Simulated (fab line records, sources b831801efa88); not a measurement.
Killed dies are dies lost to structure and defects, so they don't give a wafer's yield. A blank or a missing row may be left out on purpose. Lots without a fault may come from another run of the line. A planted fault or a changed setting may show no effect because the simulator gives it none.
Which tool did it? | flow sfq_line | 7 lots, 21 wafers sampled, at 4 steps of a route of 325

WHAT THE GAUGES READ, wafer by wafer
SFQ_R5_THK_MEAS_934: measures by xrf.
lot  | measured     | on            | R5_MONX_THK (nm)
L817 | day 50 10:23 | film_metro-02 | 40.2 39.8 40.0
L819 | day 50 14:16 | film_metro-01 | 39.2 40.4 39.3
L822 | day 56 03:52 | film_metro-03 | 40.7 40.0 39.8
L828 | day 63 20:36 | film_metro-02 | 40.8 40.7 40.8
L830 | day 64 02:52 | film_metro-03 | 38.8 39.0 39.1
L834 | day 65 18:04 | film_metro-03 | 39.4 39.6 39.9
L839 | day 67 03:32 | film_metro-01 | 40.1 39.9 40.0

WHICH TOOL RAN EACH LOT (tool, then ch and the chambers of the sampled wafers, then the start)
lot  | SFQ_TRILAYER_I0_CMP_CMP_028   | SFQ_TRILAYER_I0_METRO_MEASURE_029 | SFQ_TRILAYER_I0_VIA_ETCH_VIA_ETCH_034
L817 | cmp-02 ch 0,1,2, day 11 11:00 | film_metro-04, day 11 14:07       | rie_diel-03 ch 1,2,3, day 16 00:45
L819 | cmp-02 ch 0,2, day 11 21:50   | film_metro-04, day 12 01:22       | rie_diel-01 ch 0,1,2, day 16 16:52
L822 | cmp-02 ch 0,1, day 13 09:50   | film_metro-03, day 13 13:22       | rie_diel-01 ch 2,3, day 18 22:35
L828 | cmp-02 ch 2,3, day 14 21:35   | film_metro-02, day 15 00:36       | rie_diel-03 ch 1,2,3, day 21 02:14
L830 | cmp-01 ch 0,1, day 15 11:53   | film_metro-03, day 15 15:07       | rie_diel-01 ch 1,2,3, day 21 21:29
L834 | cmp-02 ch 0,1,2, day 16 14:20 | film_metro-03, day 16 17:39       | rie_diel-01 ch 0,2,3, day 22 22:45
L839 | cmp-01 ch 0,2,3, day 18 21:58 | film_metro-02, day 19 01:05       | rie_diel-03 ch 1,2,3, day 24 23:57
- SFQ_TRILAYER_I0_CMP_CMP_028: polishes SiO2.
- SFQ_TRILAYER_I0_METRO_MEASURE_029
- SFQ_TRILAYER_I0_VIA_ETCH_VIA_ETCH_034: etches SiO2 in CHF3, stops on Nb, target depth 260 nm.

THE ANSWER, worked out from the rows above alone
Rule: what is usual is taken from the lots themselves. Put in order of their means at a reading, lots are off if they are a third of the lots or fewer, leave a main group of 4 or more, and stand apart from it by a gap of 3 or more times the standard deviation of the main group's means; of several such gaps the widest counts. A main group whose means are all the same, to the digits that the tables above print for the reading, isn't used. A lot without any number at a reading at which 4 lots or more have one is off too. The other lots that the step has rows for count as sound.
No lot is off at any reading shown: from this, nothing can be told.

WHAT THE SIMULATOR HAD PUT IN
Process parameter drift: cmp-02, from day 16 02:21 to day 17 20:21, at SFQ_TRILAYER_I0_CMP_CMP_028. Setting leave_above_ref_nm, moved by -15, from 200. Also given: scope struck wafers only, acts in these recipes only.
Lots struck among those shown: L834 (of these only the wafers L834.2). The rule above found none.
